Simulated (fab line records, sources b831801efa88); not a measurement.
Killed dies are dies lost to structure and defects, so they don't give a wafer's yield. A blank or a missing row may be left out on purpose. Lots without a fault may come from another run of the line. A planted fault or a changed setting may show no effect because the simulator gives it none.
A struck lot beside a sound one | flow sky130 | 17 steps out of a route of 708
Sound: wafers L173.1, L173.3, L173.6. Struck: wafers L174.3, L174.4, L174.6. The cause comes at the end.
At each step with rows: each side's tool, then ch and its chambers, then its first start. Under that, the readings that differ: sound wafers | struck wafers | difference of the means | sigmas: that difference in standard deviations of wafers without a fault.
alike: readings whose means differ by less than 2 such deviations, and words and numbers that are the same on both sides. not compared: withheld readings, readings that some wafer has no value for, bounds like >300 that may hide the same value, and numbers for which the record gives no deviation and whose values overlap.
The two part at a step that has a row with sigmas, a row that says differs or no value, or rows on one side only. Numbers that don't overlap but have no deviation are shown without sigmas and don't part them. A reading that every wafer of one side lacks parts them only if that side has two wafers or more.

first, 3 steps without rows for these wafers: SKY_LI_CONTACT_EXPOSE_09 (exposes mask LICM1, target cd 170 nm); SKY_LI_CONTACT_PEB_10; SKY_LI_CONTACT_DEVELOP_11 (develop time 60 s).
SKY_LI_CONTACT_CD_MEAS_12: target cd 170 nm.
  sound on cd_sem-01, day 31 14:04; struck on cd_sem-02, day 31 19:03
  alike: cd_nm
SKY_LI_CONTACT_OVL_MEAS_13:
  sound on overlay-01, day 31 14:11; struck on overlay-01, day 31 19:08
  alike: LI_CONTACT_OVL
SKY_LI_CONTACT_ETCH_14: etches BARC in N2/H2, stops on SiO2, time 45.9 s, target depth 60 nm.
  sound on rie_diel-03 ch 1,2,3, day 31 14:13; struck on rie_diel-02 ch 2,3, day 31 19:10
  alike: drypump_motor_current_A, n2_flow_sccm, oes_product_au, throttle_valve_pct
  not compared: rf_hours_counter_h
SKY_LI_CONTACT_ETCH_15: etches PSG in C4F8/O2/Ar, stops on Si, target depth 600 nm.
  sound on rie_diel-03 ch 1,2,3, day 31 14:16; struck on rie_diel-02 ch 2,3, day 31 19:13
  alike: oes_product_au
SKY_LI_CONTACT_STRIP_16: strips in O2/N2.
  sound on plasma_asher-01 ch 0,1, day 31 14:20; struck on plasma_asher-02 ch 0,1, day 31 19:20
  alike: drypump_motor_current_A, n2_flow_sccm, oes_product_au, strip_time_to_endpoint_s
  not compared: rf_hours_counter_h
then, 2 steps without rows for these wafers: SKY_LI_CONTACT_CLEAN_17 (cleans in NMP, time 600 s); SKY_LI_CONTACT_PRE_CLEAN_18 (time 5.6 s).
SKY_LI_CONTACT_SPUTTER_19: material Ti, target thk 20 nm, time 106.37 s.
  sound on pvd_sputter-04, day 31 14:38; struck on pvd_sputter-04, day 31 19:35
  alike: throttle_valve_pct
SKY_LI_CONTACT_SPUTTER_20: material TiN, target thk 20 nm, time 80 s.
  sound on pvd_sputter-04, day 31 14:43; struck on pvd_sputter-04, day 31 19:40
  alike: throttle_valve_pct
SKY_LI_CONTACT_CVD_21: deposits W, target thk 400 nm, time 120.56 s.
  sound on cvd_w-01 ch 0,1, day 31 14:47; struck on cvd_w-02 ch 0,1, day 31 19:46
  reading                                  | sound             | struck            | difference | sigmas
  chamber_pressure_Torr (Torr)             | 39.99 39.90 39.90 | 36.28 36.15 36.15 | -3.74      | -44
  model.W_of_LI_CONTACT_CVD_21.thk_nm (nm) | 403.5 400.6 401.9 | 386.7 383.8 386.5 | -16.3      |
  alike: heater_power_w
  not compared: since_wet_clean_h
SKY_LI_CONTACT_RS_MEAS_22: measures by four-point-probe.
  sound on film_metro-04, day 31 14:54; struck on film_metro-02, day 31 19:53
  reading                  | sound                | struck               | difference | sigmas
  LI_CONTACT_W_RS (ohm/sq) | 0.2828 0.2845 0.2844 | 0.2949 0.2972 0.2951 | +0.0118    | +5
SKY_LI_CONTACT_THK_MEAS_23: measures by xrf.
  sound on film_metro-04, day 31 15:01; struck on film_metro-02, day 31 19:59
  alike: LI_CONTACT_W_THK
then, 1 step without rows for these wafers: SKY_LI_CONTACT_CMP_24 (polishes, stops on PSG, t overpolish 20 s, target thk 0 nm).
-- the record jumps here: 16 days lie between the struck wafers' starts before and after (it left off in module LI_CONTACT and takes up again in module PAD_OPEN, whose first step shown is number 708 of the route) --
SKY_PAD_OPEN_PROBE_99:
  sound on prober-01, day 47 16:05; struck on prober-02, day 47 16:39
  alike: killed_at_M0_to_M3, killed_at_M4_up, killed_at_contacts, killed_at_front_end, killed_at_other, killed_dies, killed_open, killed_short

WHERE THEY PART
First at SKY_LI_CONTACT_CVD_21; last, within this record, at SKY_LI_CONTACT_RS_MEAS_22. Later steps at which nothing parts them and some readings are alike: SKY_LI_CONTACT_THK_MEAS_23, SKY_PAD_OPEN_PROBE_99.

WHY: what the simulator had put in
Process parameter drift: cvd_w-02, from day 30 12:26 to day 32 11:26, at SKY_LI_CONTACT_CVD_21. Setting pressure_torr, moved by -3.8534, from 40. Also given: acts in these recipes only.
